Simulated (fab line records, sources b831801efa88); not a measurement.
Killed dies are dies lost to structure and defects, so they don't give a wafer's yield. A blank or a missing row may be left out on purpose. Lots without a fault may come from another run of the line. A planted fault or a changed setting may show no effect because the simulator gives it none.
Chamber matching | flow gf180mcu | GF_V4_CMP_04 on cmp-02: 4 sister chambers
The step polishes SiO2. 7 wafers are shown with their chamber, then 6 later ones without.

WAFERS WITH THEIR CHAMBER
wafer  | chamber | motor_current_A (A) | time_to_endpoint_s (s)
L309.2 | 2       | 13.3                | 72
L311.4 | 1       | 9.5                 | 77
L318.3 | 3       | 11.9                | 73
L318.5 | 0       | 11.1                | 76
L319.3 | 0       | 10.9                | 71
L319.5 | 3       | 11.7                | 80
L319.6 | 2       | 14.2                | 80

WAFERS WITHOUT THEIR CHAMBER
wafer  | motor_current_A (A) | time_to_endpoint_s (s)
L321.2 | 9.9                 | 74
L321.3 | 13.8                | 85
L321.6 | 11.5                | 71
L322.3 | 12.0                | 77
L322.5 | 9.5                 | 75
L322.6 | 13.5                | 83

WHICH CHAMBER EACH WENT THROUGH
wafer  | from the rows above     | in truth
L321.2 | can't be placed: 1 or 0 | 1
L321.3 | 2                       | 2
L321.6 | can't be placed: 3 or 0 | 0
L322.3 | 3                       | 3
L322.5 | 1                       | 1
L322.6 | 2                       | 2
Placed correctly: 4 of 6. Can't be placed from these rows: 2 (the true chamber is among the candidates in 2). Placed wrongly: 0.
How it was worked out, from the rows above alone: a wafer's distance from a chamber is the root of the sum, over the readings, of the square of ((its reading less the chamber's mean) divided by the reading's scatter). The wafer belongs to the nearest chamber; if the next one is less than 2 further off, it can't be placed. A chamber's mean is the mean of its shown wafers. The scatter: the root of (the sum of the squares of (reading less its chamber's mean) over the shown wafers, divided by (wafers less chambers)).
